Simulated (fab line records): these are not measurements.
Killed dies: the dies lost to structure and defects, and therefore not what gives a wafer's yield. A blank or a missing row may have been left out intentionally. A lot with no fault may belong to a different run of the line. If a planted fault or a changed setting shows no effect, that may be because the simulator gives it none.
Which of the tools did it? :: flow sky130 :: 6 lots (18 wafers sampled), 1 step of a 708-step route

## WHAT THE GAUGES READ, wafer by wafer
SKY_NWELL_OVL_MEAS_23.
lot: L188
measured: day 6 23:41
on: overlay-01
NWELL_01_OVL (nm): -1.4 0.9 0.3

lot: L189
measured: day 7 06:23
on: overlay-01
NWELL_01_OVL (nm): 2.7 1.6 3.2

lot: L196
measured: day 8 11:44
on: overlay-01
NWELL_01_OVL (nm): 3.1 1.8 2.5

lot: L200
measured: day 9 05:37
on: overlay-01
NWELL_01_OVL (nm): 2.1 1.9 0.8

lot: L206
measured: day 10 18:53
on: overlay-02
NWELL_01_OVL (nm): 3.2 3.4 2.9

lot: L208
measured: day 11 02:29
on: overlay-01
NWELL_01_OVL (nm): 0.5 -0.5 -1.3

## WHAT TOOL EACH LOT RAN ON (gives the tool, then ch and the chambers of the sampled wafers, and finally the start)
There is no process step in the record ahead of these readings.

## THE ANSWER, worked out from the rows above alone
Rule: what is usual is taken from the lots themselves. The widest of any qualifying gaps counts: lots, ordered by their means at a reading, are off when they make up no more than a third of the lots, leave a main group of 4 or more, and stand apart from it by 3 or more times the standard deviation of that group's means. Not used: any main group whose means are identical at the precision the tables above print for the reading. Also off: a lot with no number at a reading for which 4 or more lots have one. Any other lot the step has rows for is counted as sound.
Nothing can be told from this: no lot is off at any reading shown.

## WHAT THE SIMULATOR HAD INSERTED
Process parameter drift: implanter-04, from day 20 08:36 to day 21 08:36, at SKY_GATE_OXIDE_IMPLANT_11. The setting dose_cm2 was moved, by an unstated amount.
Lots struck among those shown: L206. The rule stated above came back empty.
